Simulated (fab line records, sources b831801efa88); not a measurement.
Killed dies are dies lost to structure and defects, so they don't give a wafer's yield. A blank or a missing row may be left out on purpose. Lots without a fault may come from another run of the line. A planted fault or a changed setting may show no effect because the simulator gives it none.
A struck lot beside a sound one | flow sfq_line | 13 steps out of a route of 325
Sound: wafers L392.1, L392.2, L392.3. Struck: wafers L390.1, L390.2, L390.4. The cause comes at the end.
At each step with rows: each side's tool, then ch and its chambers, then its first start. Under that, the readings that differ: sound wafers | struck wafers | difference of the means | sigmas: that difference in standard deviations of wafers without a fault.
alike: readings whose means differ by less than 2 such deviations, and words and numbers that are the same on both sides. not compared: withheld readings, readings that some wafer has no value for, bounds like >300 that may hide the same value, and numbers for which the record gives no deviation and whose values overlap.
The two part at a step that has a row with sigmas, a row that says differs or no value, or rows on one side only. Numbers that don't overlap but have no deviation are shown without sigmas and don't part them. A reading that every wafer of one side lacks parts them only if that side has two wafers or more.

first, 2 steps without rows for these wafers: SFQ_TRILAYER_I1_VIA_STRIP_SOLV_CLEAN_054 (cleans in NMP, time 600 s); SFQ_TRILAYER_M2_DEP_PRE_CLEAN_056 (time 22.5 s).
SFQ_TRILAYER_M2_DEP_SPUTTER_055: material Nb, target thk 200 nm, time 133.3 s.
  sound on pvd_sputter-06, day 22 07:25; struck on pvd_sputter-06, day 21 17:14
  alike: substrate_temp_c, throttle_valve_pct
SFQ_M2_RS_MEAS_914: measures by four-point-probe.
  sound on film_metro-04, day 22 07:31; struck on film_metro-02, day 21 17:20
  alike: M2_NB_RS
then, 6 steps without rows for these wafers: SFQ_TRILAYER_M2_LITHO_COAT_062 (resist thk 62 nm); SFQ_TRILAYER_M2_LITHO_COAT_057 (resist thk 600 nm); SFQ_TRILAYER_M2_LITHO_SOFTBAKE_061; SFQ_TRILAYER_M2_LITHO_EXPOSE_058 (exposes mask M2, target cd 500 nm); SFQ_TRILAYER_M2_LITHO_PEB_060 (peb time 60 s); SFQ_TRILAYER_M2_LITHO_DEVELOP_059 (time 60 s).
-- the record jumps here: 3 days lie between the struck wafers' starts before and after --
SFQ_M2_OVL_MEAS_916:
  sound on overlay-01, day 24 17:43; struck on overlay-02, day 24 05:37
  alike: M2_OVL
SFQ_TRILAYER_M2_BARC_OPEN_METAL_ETCH_077: etches BARC in O2, target depth 125 nm, time 41.7 s.
  sound on rie_metal-02 ch 0,1, day 24 17:45; struck on rie_metal-04 ch 0,1, day 24 05:39
  reading                     | sound             | struck            | difference | sigmas
  drypump_motor_current_A (A) | 4.7 5.4 4.7       | 6.1 5.7 6.1       | +1.0       | +2
  oes_product_au (a.u.)       | 0.684 0.681 0.685 | 0.708 0.712 0.708 | +0.026     | +6
  run_length_s (s)            | 69.8 70.4 69.7    | 68.0 68.6 67.7    | -1.9       | -4
  not compared: rf_hours_counter_h
SFQ_TRILAYER_M2_ETCH_METAL_ETCH_060: etches Nb in Cl2/Ar, stops on SiO2, target depth 240 nm, time 120 s.
  sound on rie_metal-02 ch 0,1, day 24 17:49; struck on rie_metal-04 ch 0,1, day 24 05:43
  reading                     | sound       | struck      | difference | sigmas
  drypump_motor_current_A (A) | 4.7 5.4 4.7 | 6.1 5.6 6.1 | +1.0       | +2
  alike: oes_product_au, run_length_s
  not compared: rf_hours_counter_h

WHERE THEY PART
First at SFQ_TRILAYER_M2_BARC_OPEN_METAL_ETCH_077; last, within this record, at SFQ_TRILAYER_M2_ETCH_METAL_ETCH_060.

WHY: what the simulator had put in
Process parameter drift: rie_metal-04, from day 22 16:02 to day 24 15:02, at SFQ_TRILAYER_M2_BARC_OPEN_METAL_ETCH_077. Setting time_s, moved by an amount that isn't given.
